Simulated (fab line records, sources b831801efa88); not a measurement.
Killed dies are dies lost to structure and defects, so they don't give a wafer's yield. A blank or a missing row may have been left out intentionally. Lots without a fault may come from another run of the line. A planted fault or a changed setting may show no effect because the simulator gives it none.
Matching of chambers    flow gf180mcu    4 sister chambers for GF_V3_CMP_04 on cmp-02
The step polishes SiO2. 8 wafers are shown with their chamber, then 9 later ones without.

WAFERS, EACH WITH ITS CHAMBER
wafer   chamber  motor-current-A (A)  time-to-endpoint-s (s)
L504.1  2        11.0                 83
L508.2  2        11.6                 81
L508.3  0        12.1                 77
L512.5  1        14.9                 74
L512.6  0        12.6                 78
L514.1  1        14.3                 72
L514.4  3        11.6                 81
L514.6  3        11.1                 82

WAFERS WHOSE CHAMBER IS MISSING
wafer   motor-current-A (A)  time-to-endpoint-s (s)
L515.1  14.4                 84
L515.4  11.4                 86
L515.6  14.5                 82
L517.2  12.5                 78
L517.4  12.0                 81
L517.6  14.9                 73
L521.3  11.4                 75
L521.5  12.7                 81
L521.6  11.5                 77

EACH ONE'S CHAMBER
wafer    from the rows above                 in truth
L515.1   can't be placed: 0 or 3 or 2        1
L515.4   can't be placed: 2 or 3             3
L515.6   can't be placed: 0 or 1 or 3 or 2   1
L517.2   0                                   0
L517.4   can't be placed: 3 or 2 or 0        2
L517.6   1                                   1
L521.3   0                                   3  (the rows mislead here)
L521.5   can't be placed: 0 or 3 or 2        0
L521.6   can't be placed: 0 or 3             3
Correct placement for 2 of the 9. Unplaceable from these rows: 6, with the true chamber sitting among the candidates in 5. Number placed wrongly: 1.
How it was worked out, from the rows above alone: a wafer's distance from a chamber is the root of the sum, over the readings, of the square of ((its reading less the chamber's mean) divided by the reading's scatter). The wafer belongs to the nearest chamber; if the next one is less than 2 further off, it can't be placed. The mean given for a chamber averages the wafers shown for that chamber. How the scatter is found: for the shown wafers, subtract from each reading the mean of its chamber, square and add these, divide the total by (wafers less chambers), then take the root.
